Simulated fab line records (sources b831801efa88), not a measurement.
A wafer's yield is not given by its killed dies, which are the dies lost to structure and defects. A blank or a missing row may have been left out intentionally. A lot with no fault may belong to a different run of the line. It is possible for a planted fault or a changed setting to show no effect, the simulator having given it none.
The tool behind it: which one? + flow gf180mcu + 15 lots with 45 wafers sampled at 4 steps, on a route of 602 steps

== WHAT EACH GAUGE READ, for each wafer ==
GF_CONTACT_THK_MEAS_03.
| lot  | measured     | on            | CONTACT_CVD_02_THK (nm) |
|------|--------------|---------------|-------------------------|
| L243 | day 15 09:00 | film-metro-01 | 861 861 866             |
| L244 | day 15 11:30 | film-metro-01 | 852 837 863             |
| L245 | day 15 21:34 | film-metro-03 | 845 862 867             |
| L247 | day 16 20:14 | film-metro-03 | 864 872 863             |
| L249 | day 17 18:41 | film-metro-04 | 850 860 867             |
| L250 | day 17 19:20 | film-metro-01 | 850 848 843             |
| L252 | day 18 14:43 | film-metro-03 | 858 840 865             |
| L253 | day 19 06:33 | film-metro-04 | 857 838 876             |
| L254 | day 19 08:27 | film-metro-01 | 866 877 867             |
| L258 | day 21 11:34 | film-metro-03 | 843 852 853             |
| L259 | day 22 02:34 | film-metro-01 | 866 865 879             |
| L260 | day 22 05:34 | film-metro-03 | 875 864 871             |
| L262 | day 22 13:21 | film-metro-01 | 870 882 872             |
| L264 | day 23 02:40 | film-metro-03 | 857 875 866             |
| L265 | day 23 12:28 | film-metro-01 | 838 838 846             |

GF_CONTACT_OVL_MEAS_15.
| lot  | measured     | on         | CONTACT_OVL (nm) |
|------|--------------|------------|------------------|
| L243 | day 16 07:23 | overlay-01 | -2 -12 -4        |
| L244 | day 16 09:58 | overlay-02 | 4 2 -1           |
| L245 | day 16 20:11 | overlay-01 | -1 2 -5          |
| L247 | day 17 19:55 | overlay-02 | 6 6 -1           |
| L249 | day 18 17:56 | overlay-01 | -4 -6 -6         |
| L250 | day 18 18:53 | overlay-02 | 3 14 -4          |
| L252 | day 19 14:53 | overlay-01 | 0 -8 -7          |
| L253 | day 20 07:50 | overlay-01 | 0 -6 5           |
| L254 | day 20 09:33 | overlay-01 | -5 -4 0          |
| L258 | day 22 11:49 | overlay-02 | 8 5 0            |
| L259 | day 23 01:41 | overlay-02 | 10 10 6          |
| L260 | day 23 05:23 | overlay-01 | -6 -5 -4         |
| L262 | day 23 12:58 | overlay-01 | -6 1 -6          |
| L264 | day 24 01:06 | overlay-02 | 5 -3 1           |
| L265 | day 24 11:14 | overlay-01 | 0 -1 2           |

== EACH LOT AND THE TOOL THAT RAN IT (in order: tool; ch and the chambers of the sampled wafers; start) ==
| lot  | GF_SALICIDE_SPUTTER_03       | GF_SALICIDE_RTA_08               |
|------|------------------------------|----------------------------------|
| L243 | pvd-sputter-03, day 15 08:18 | rtp-anneal-01 ch 0, day 15 08:44 |
| L244 | pvd-sputter-04, day 15 10:49 | rtp-anneal-01 ch 0, day 15 11:14 |
| L245 | pvd-sputter-03, day 15 20:53 | rtp-anneal-01 ch 0, day 15 21:17 |
| L247 | pvd-sputter-03, day 16 19:32 | rtp-anneal-02 ch 0, day 16 19:59 |
| L249 | pvd-sputter-02, day 17 17:54 | rtp-anneal-01 ch 0, day 17 18:25 |
| L250 | pvd-sputter-04, day 17 18:40 | rtp-anneal-01 ch 0, day 17 19:04 |
| L252 | pvd-sputter-03, day 18 14:01 | rtp-anneal-01 ch 0, day 18 14:26 |
| L253 | pvd-sputter-02, day 19 05:47 | rtp-anneal-01 ch 0, day 19 06:17 |
| L254 | pvd-sputter-03, day 19 07:45 | rtp-anneal-02 ch 0, day 19 08:11 |
| L258 | pvd-sputter-02, day 21 10:53 | rtp-anneal-01 ch 0, day 21 11:18 |
| L259 | pvd-sputter-04, day 22 01:52 | rtp-anneal-01 ch 0, day 22 02:17 |
| L260 | pvd-sputter-02, day 22 04:53 | rtp-anneal-01 ch 0, day 22 05:18 |
| L262 | pvd-sputter-04, day 22 12:38 | rtp-anneal-02 ch 0, day 22 13:03 |
| L264 | pvd-sputter-04, day 23 01:59 | rtp-anneal-02 ch 0, day 23 02:25 |
| L265 | pvd-sputter-02, day 23 11:47 | rtp-anneal-02 ch 0, day 23 12:11 |
- GF_SALICIDE_SPUTTER_03: material TiN, target thk 20 nm, time 16.7 s.
- GF_SALICIDE_RTA_08: time 30 s.

== WHAT THE TOOLS THEMSELVES READ (means of the sampled wafers that have a number; where no wafer has one, the mark that the record gives instead) ==
GF_SALICIDE_SPUTTER_03.
| lot  | tool           | cathode-dc-power-W (W) | throttle-valve-pct (%) |
|------|----------------|------------------------|------------------------|
| L243 | pvd-sputter-03 | 6499.9                 | 30.0                   |
| L244 | pvd-sputter-04 | 6500.7                 | 28.3                   |
| L245 | pvd-sputter-03 | 6499.2                 | 30.4                   |
| L247 | pvd-sputter-03 | 6500.4                 | 30.1                   |
| L249 | pvd-sputter-02 | 6499.9                 | 29.0                   |
| L250 | pvd-sputter-04 | 6500.0                 | 29.3                   |
| L252 | pvd-sputter-03 | 6499.9                 | 30.3                   |
| L253 | pvd-sputter-02 | 6500.7                 | 29.5                   |
| L254 | pvd-sputter-03 | 6501.0                 | 30.2                   |
| L258 | pvd-sputter-02 | 6499.8                 | 29.3                   |
| L259 | pvd-sputter-04 | 6499.1                 | 29.1                   |
| L260 | pvd-sputter-02 | 6500.4                 | 28.8                   |
| L262 | pvd-sputter-04 | 6499.8                 | 30.1                   |
| L264 | pvd-sputter-04 | 6499.6                 | 28.3                   |
| L265 | pvd-sputter-02 | 6498.7                 | 29.4                   |

GF_SALICIDE_RTA_08.
| lot  | tool          | lamp-power-pct (%) | wafer_temp_C_max |
|------|---------------|--------------------|------------------|
| L243 | rtp-anneal-01 | 17.2               | 803.1            |
| L244 | rtp-anneal-01 | 17.2               | 803.8            |
| L245 | rtp-anneal-01 | 17.2               | 802.9            |
| L247 | rtp-anneal-02 | 14.6               | 803.6            |
| L249 | rtp-anneal-01 | 17.2               | 803.2            |
| L250 | rtp-anneal-01 | 17.2               | 802.9            |
| L252 | rtp-anneal-01 | 17.2               | 803.0            |
| L253 | rtp-anneal-01 | 17.2               | 803.6            |
| L254 | rtp-anneal-02 | 14.5               | 803.3            |
| L258 | rtp-anneal-01 | 22.8               | 895.1            |
| L259 | rtp-anneal-01 | 22.8               | 894.4            |
| L260 | rtp-anneal-01 | 22.8               | 894.4            |
| L262 | rtp-anneal-02 | 14.5               | 802.5            |
| L264 | rtp-anneal-02 | 14.5               | 803.0            |
| L265 | rtp-anneal-02 | 14.5               | 803.2            |

== THE ANSWER, worked out from the rows above alone ==
Rule: the lots themselves supply what counts as usual. The widest of any qualifying gaps counts: lots, ordered by their means at a reading, are off when they make up no more than a third of the lots, leave a main group of 4 or more, and stand apart from it by 3 or more times the standard deviation of that group's means. Not used: any main group whose means are identical at the precision the tables above print for the reading. A lot without any number at a reading at which 4 lots or more have one is off too. Any other lot the step has rows for is counted as sound. Order of review: gauges by route order, followed by the tools' own readings, for which a lot's mean as printed above is used. At the first step where some lot is off, the reading lying furthest off is the one used; lots without a number count as furthest.
Off at GF_SALICIDE_RTA_08 (wafer_temp_C_max): L258, L259, L260. The main group has a mean of 803.2 with a standard deviation of 0.35.
If a tool, at that step or one of the process steps before it, ran each lot that is off and ran no sound lot following the first of them, it fits. One fits: GF_SALICIDE_RTA_08 on rtp-anneal-01. Its last sound lot is L253 (day 19 06:17), its first lot that is off L258 (day 21 11:18): a fault that began between those two fits.
The tool's own readings at GF_SALICIDE_RTA_08 bear it out: on the lots that are off they differ by more than 5 times the standard deviation of the sound lots' means. lamp-power-pct reads 22.8 % there against 16.1 % on the sound lots; wafer_temp_C_max reads 894.6 there against 803.2 on the sound lots.

== WHAT THE SIMULATOR PUT IN ==
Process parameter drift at GF_SALICIDE_RTA_08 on rtp-anneal-01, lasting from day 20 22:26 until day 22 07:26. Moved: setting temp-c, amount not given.
Lots struck among those shown: L258, L259, L260. The rule given above showed the same thing.
